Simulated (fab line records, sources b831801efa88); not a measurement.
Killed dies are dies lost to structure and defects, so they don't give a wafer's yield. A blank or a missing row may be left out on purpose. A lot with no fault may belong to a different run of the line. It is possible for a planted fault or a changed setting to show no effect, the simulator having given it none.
A struck lot beside a sound one || flow sky130 || 23 steps out of a route of 708
Sound: these wafers, L147.1, L147.3, L147.6. Wafers struck: L157.2, L157.3, L157.6. The cause comes at the end.
At each step with rows: each side's tool, then ch and its chambers, then its first start. Under that, the readings that differ: sound wafers || struck wafers || difference of the means || sigmas: that difference in standard deviations of wafers without a fault.
alike: a reading whose means differ by less than 2 such deviations, as well as words and numbers matching on both sides. not compared: withheld readings; readings where some wafer has no value; bounds like >300 that might hide an equal value; numbers whose values overlap and for which the record gives no deviation.
Wherever a step has rows on one side only, a row that says differs or no value, or a row with sigmas, the two part there. When numbers do not overlap yet have no deviation, they are printed without sigmas and do not part them. A reading that every wafer of one side lacks parts them only if that side has two wafers or more.

SKY_SD_N_RS_MEAS_16: measures by four-point-probe.
  struck on film-metro-02, day 34 05:17; sound on film-metro-03, day 31 07:37
  alike: SD_N_RS
SKY_SD_N_RS_MEAS_17: measures by four-point-probe.
  struck on film-metro-02, day 34 05:25; sound on film-metro-03, day 31 07:44
  alike: SD_P_RS
SKY_SD_N_RS_MEAS_18: measures by four-point-probe.
  struck on film-metro-02, day 34 05:32; sound on film-metro-03, day 31 07:52
{"reading": "RES_XHIGH_RS (ohm/sq)", "sound": "330.4 330.8 329.8", "struck": "334.0 333.4 334.3", "difference": "+3.6", "sigmas": "+2"}
then, 2 steps without rows for these wafers: SKY_SALICIDE_CLEAN_00 (cleans in HF-last, time 30 s); SKY_LI_CONTACT_HDPCVD_00 (deposits PSG, target thk 930 nm, time 155 s).
SKY_LI_CONTACT_THK_MEAS_01:
  struck on film-metro-04, day 34 05:46; sound on film-metro-02, day 31 08:06
  alike: LI_CONTACT_HDPCVD_THK
SKY_LI_CONTACT_CMP_02: polishes PSG.
  sound on cmp-02 ch 0,1, day 31 08:10; struck on cmp-01 ch 1,2,3, day 34 05:55
  alike: motor-current-A, time-to-endpoint-s
SKY_LI_CONTACT_BOW_MEAS_03:
  struck on film-metro-03, day 34 06:08; sound on film-metro-03, day 31 08:28
  alike: LI_CONTACT_BOW
then, 3 steps without rows for these wafers: SKY_LI_CONTACT_DEHYDRATE_04 (time 60 s); SKY_LI_CONTACT_HMDS_05 (prime time 60 s); SKY_LI_CONTACT_COAT_06 (resist thk 60 nm).
SKY_LI_CONTACT_COAT_07: resist thk 450 nm.
  sound on litho-track-03 ch 0, day 31 22:00; struck on litho-track-04 ch 0, day 34 18:00
{"reading": "spin-speed-rpm (rpm)", "sound": "2998.5 3001.4 2999.5", "struck": "3116.9 3116.8 3116.3", "difference": "+116.9", "sigmas": "+56"}
{"reading": "model.KrF-thick_of_LI_CONTACT_COAT_07.thk-nm (nm)", "sound": "449.8 449.5 449.3", "struck": "439.3 440.4 439.9", "difference": -9.7, "sigmas": ""}
  alike: resist-line-temp-C
then, 4 steps without rows for these wafers: SKY_LI_CONTACT_SOFTBAKE_08 (time 90 s); SKY_LI_CONTACT_EXPOSE_09 (exposes mask LICM1, target cd 170 nm); SKY_LI_CONTACT_PEB_10; SKY_LI_CONTACT_DEVELOP_11 (develop time 60 s).
SKY_LI_CONTACT_CD_MEAS_12 targets a cd of 170 nm.
  struck on cd-sem-02, day 35 07:56; sound on cd-sem-02, day 32 11:23
  alike: cd-nm
SKY_LI_CONTACT_OVL_MEAS_13:
  struck on overlay-01, day 35 08:03; sound on overlay-01, day 32 11:30
{"reading": "LI_CONTACT_OVL (nm)", "sound": "3 5 12", "struck": "-5 -9 -16", "difference": -17, "sigmas": -3}
SKY_LI_CONTACT_ETCH_14: etches BARC in N2/H2, stops on SiO2, time 45.9 s, target depth 60 nm.
  sound on rie-diel-03 ch 1,2,3, day 32 11:32; struck on rie-diel-03 ch 0,1,3, day 35 08:05
  alike: drypump-motor-current-A, oes-product-au, rf-fwd-power-W, throttle-valve-pct
  not compared: rf-hours-counter-h
SKY_LI_CONTACT_ETCH_15: etches PSG in C4F8/O2/Ar, stops on Si, target depth 600 nm.
  sound on rie-diel-03 ch 1,2,3, day 32 11:35; struck on rie-diel-03 ch 0,1,3, day 35 08:07
{"reading": "model.KrF-thick_of_LI_CONTACT_COAT_07.thk-nm (nm)", "sound": "230.1 230.6 231.3", "struck": "222.5 222.1 218", "difference": -9.8, "sigmas": ""}
  alike: oes-product-au, rf-fwd-power-W
SKY_LI_CONTACT_STRIP_16: strips in O2/N2.
  sound on plasma-asher-01 ch 0,1, day 32 11:40; struck on plasma-asher-01 ch 0,1, day 35 08:12
{"reading": "strip-time-to-endpoint-s (s)", "sound": "3.476 3.507 3.493", "struck": "3.399 3.386 3.351", "difference": -0.113, "sigmas": -4}
  alike: drypump-motor-current-A, o2-flow-sccm, oes-product-au
  not compared: rf-hours-counter-h
then, 1 step without rows for these wafers: SKY_LI_CONTACT_CLEAN_17 (cleans in NMP, time 600 s).
-- here the record skips 15 days between the struck wafers' starts before and after, leaving off in module LI_CONTACT and picking up in module PAD_OPEN (first step shown: number 708 of the route) --
SKY_PAD_OPEN_PROBE_99:
  rows exist in the record for the struck wafers here (prober-01, day 50 03:36), but not for the sound ones

== WHERE THEY PART ==
Last at SKY_PAD_OPEN_PROBE_99 as far as this record goes, first at SKY_SD_N_RS_MEAS_18.

WHY: what the simulator had put in
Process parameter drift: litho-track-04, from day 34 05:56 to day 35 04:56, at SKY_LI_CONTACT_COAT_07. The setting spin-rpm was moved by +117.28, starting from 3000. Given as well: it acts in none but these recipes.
